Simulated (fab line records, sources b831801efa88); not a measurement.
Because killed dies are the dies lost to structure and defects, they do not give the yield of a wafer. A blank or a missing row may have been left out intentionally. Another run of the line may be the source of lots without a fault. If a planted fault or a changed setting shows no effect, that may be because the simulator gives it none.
Problem report, 8D (eight disciplines) form, completed by code | flow sky130 | the parts of the form that need people (team, actions taken, sign-off) are left out

== 1. THE PROBLEM ==
Wafers without a fault read 59.99 rpm, standard deviation 0.037; platen rpm at SKY_VIA2_CMP_02 reads a mean of 54.02 rpm on 6 wafers belonging to 2 lots. That is -99 or more standard deviations from the usual mean.
The step: polishes SiO2.
Earliest sighting: wafer L547.2 on cmp-01 at day 39 23:57. Wafers with a number at this step in the record: 36, from 12 lots. Rule for "out" (also "out of limits"): further than 4 standard deviations from the usual mean. Any other wafer with a number is counted as sound.

== 2. WHAT IT IS, AND WHAT IT ISN'T ==
question                    | is                     | is not
which readings at this step | platen rpm             | motor current A
which lots                  | L547, L548             | L532, L533, L535, L536, L537, L538, L540, L541, L543, L552
which wafers of those lots  | all that have a number | -
read on which tools         | cmp-01                 | cmp-02
when                        | from day 39 23:57      | up to then (27 sound wafers); but 3 sound wafers of L552 came after

== 3. SUSPECTS, AND WHAT RULES EACH OUT ==
Counting: a tool at a process step up to the reading stays a suspect if it ran every lot that is out and no sound lot after the first of them.
- cmp-01 at SKY_VIA2_CMP_02 (polishes SiO2): kept. All lots that are out passed through it, beginning with L547 at day 39 23:57, and no sound lot followed; its final sound lot before that point was L543 at day 39 04:24. Its own readings are out on those wafers: platen rpm.
Left after counting: cmp-01 at SKY_VIA2_CMP_02.

== 4. THE CAUSE (what the simulator had put in) ==
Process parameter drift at SKY_VIA2_CMP_02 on cmp-01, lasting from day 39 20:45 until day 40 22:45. The setting platen rpm was moved by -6, starting from 60. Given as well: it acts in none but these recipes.
Counting left only this tool.

== 5. THE EFFECT CHAIN, in route order ==
Each row: a reading whose mean over the struck wafers that have a number lies more than 3 standard deviations from the usual. Only readings whose record carries a usual standard deviation are examined. hours: median over the lots of the time between each lot's start at the first step of this table that gives one and its start at this step. sigmas: the change, counted in usual standard deviations.
hours | step            | reading    | usual     | on struck wafers | change | sigmas
0     | SKY_VIA2_CMP_02 | platen rpm | 59.99 rpm | 54.02            | -5.97  | -99 or more
The process steps in it:
- SKY_VIA2_CMP_02: polishes SiO2.
Later measuring or inspecting steps at which every struck wafer that the step has a row for has a number for every such reading, and none has moved that far: SKY_VIA2_BOW_MEAS_03.

== 6. WHAT WOULD HAVE CAUGHT IT SOONER ==
First out-of-limits reading in this record: day 39 23:57, which is 3 hours after fault onset at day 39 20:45.
